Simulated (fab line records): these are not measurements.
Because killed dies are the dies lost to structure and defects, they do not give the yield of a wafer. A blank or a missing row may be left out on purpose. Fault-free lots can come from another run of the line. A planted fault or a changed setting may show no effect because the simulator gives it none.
Shared-tool check | flow gf180mcu | 39 wafers sampled across 13 lots

REASON IT WAS OPENED
Of 13 lots, 3 have the reading VT_IMPLANT_2_TW flagged at GF_VT_IMPLANT_TW_MEAS_21. Fault-free wafers read 1210, with a standard deviation of 7.5.
Rule: a lot is flagged when every wafer of it that has a number lies more than 4 standard deviations from that mean, or none has a number. As for the other lots, they are considered sound.

lot  | measured     | on            | VT_IMPLANT_2_TW, wafer by wafer | flag
L852 | day 6 06:45  | film-metro-01 | 1218 1219 1224                  |
L854 | day 6 19:19  | film-metro-03 | 1210 1205 1203                  |
L855 | day 7 00:55  | film-metro-04 | 1223 1223 1220                  |
L856 | day 7 08:03  | film-metro-01 | 1205 1213 1217                  |
L858 | day 7 21:27  | film-metro-03 | 1213 1217 1213                  |
L859 | day 8 01:46  | film-metro-04 | 1212 1206 1211                  |
L862 | day 8 14:48  | film-metro-03 | 1197 1206 1204                  |
L866 | day 9 07:44  | film-metro-04 | 1206 1212 1207                  |
L869 | day 10 04:39 | film-metro-04 | 30 30 30                        | FLAGGED
L870 | day 10 10:55 | film-metro-01 | 30 30 30                        | FLAGGED
L872 | day 10 21:19 | film-metro-04 | 30 30 30                        | FLAGGED
L873 | day 11 06:31 | film-metro-04 | 1202 1205 1203                  |
L875 | day 11 17:38 | film-metro-03 | 1212 1205 1207                  |
The numbers of the flagged lots are 30 on average: -1180 against the usual, or -99 or more standard deviations.

WHICH TOOL EACH LOT WENT THROUGH
2 process steps preceding the reading are held in the record, out of 602 steps in the route. Each cell gives the tool, then ch followed by the chambers the sampled wafers passed through, then the start.
lot  | flag    | GF_STI_ETCH_14                  | GF_VT_IMPLANT_DEVELOP_17
L852 |         | rie-si-01 ch 1,3, day 2 01:16   | litho-track-04 ch 0, day 6 06:19
L854 |         | rie-si-02 ch 0,2,3, day 2 12:40 | litho-track-03 ch 0, day 6 18:52
L855 |         | rie-si-02 ch 2,3, day 2 16:33   | litho-track-04 ch 0, day 7 00:31
L856 |         | rie-si-02 ch 2,3, day 2 22:13   | litho-track-04 ch 0, day 7 07:35
L858 |         | rie-si-01 ch 2,3, day 3 08:04   | litho-track-01 ch 0, day 7 21:04
L859 |         | rie-si-02 ch 0,1,3, day 3 13:55 | litho-track-04 ch 0, day 8 01:20
L862 |         | rie-si-02 ch 0,1,2, day 4 05:28 | litho-track-04 ch 0, day 8 14:22
L866 |         | rie-si-01 ch 0,2,3, day 5 02:16 | litho-track-01 ch 0, day 9 07:19
L869 | FLAGGED | rie-si-02 ch 0,1,2, day 5 17:40 | litho-track-04 ch 0, day 10 04:13
L870 | FLAGGED | rie-si-01 ch 0,1,2, day 5 22:16 | litho-track-04 ch 0, day 10 10:22
L872 | FLAGGED | rie-si-02 ch 0,1, day 6 08:34   | litho-track-04 ch 0, day 10 20:55
L873 |         | rie-si-01 ch 0,1, day 6 15:52   | litho-track-03 ch 0, day 11 06:06
L875 |         | rie-si-01 ch 1,3, day 7 00:31   | litho-track-01 ch 0, day 11 17:14
What is done by these steps:
- GF_STI_ETCH_14: etches Si in HBr/Cl2/O2, target depth 360 nm, time 102.9 s.
- GF_VT_IMPLANT_DEVELOP_17: develop time 60 s.
- GF_VT_IMPLANT_TW_MEAS_21

FLAGGED AGAINST TOTAL, ONE TOOL AT A TIME (gauges that did the reading follow at the end)
step                     | tool           | lots run | flagged | share of the flagged lots | sound lots run after its first flagged lot
GF_STI_ETCH_14           | rie-si-01      | 6        | 1       | some                      | 2 (L873,L875)
GF_STI_ETCH_14           | rie-si-02      | 7        | 2       | some                      | 0
GF_VT_IMPLANT_DEVELOP_17 | litho-track-01 | 3        | 0       | none                      | -
GF_VT_IMPLANT_DEVELOP_17 | litho-track-03 | 2        | 0       | none                      | -
GF_VT_IMPLANT_DEVELOP_17 | litho-track-04 | 8        | 3       | all                       | 0
GF_VT_IMPLANT_TW_MEAS_21 | film-metro-01  | 3        | 1       | some                      | 0
GF_VT_IMPLANT_TW_MEAS_21 | film-metro-03  | 4        | 0       | none                      | -
GF_VT_IMPLANT_TW_MEAS_21 | film-metro-04  | 6        | 2       | some                      | 1 (L873)

WHAT THE TABLE ALLOWS
All flagged lots share 1 row of the table, namely litho-track-04 at GF_VT_IMPLANT_DEVELOP_17.
- litho-track-04 at GF_VT_IMPLANT_DEVELOP_17 ran 8 lots, 3 of them flagged. It ran its last sound lot, L862, at day 8 14:22 and its first flagged lot, L869, at day 10 04:13: a fault with its onset between the two fits.
What remains is a single tool, litho-track-04 at GF_VT_IMPLANT_DEVELOP_17.

WHAT THE SIMULATOR HAD INSERTED
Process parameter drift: litho-track-04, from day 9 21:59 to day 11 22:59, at GF_VT_IMPLANT_DEVELOP_17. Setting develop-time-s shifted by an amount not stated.
Lots struck among those shown: L869, L870, L872. The same result came from the rule above.
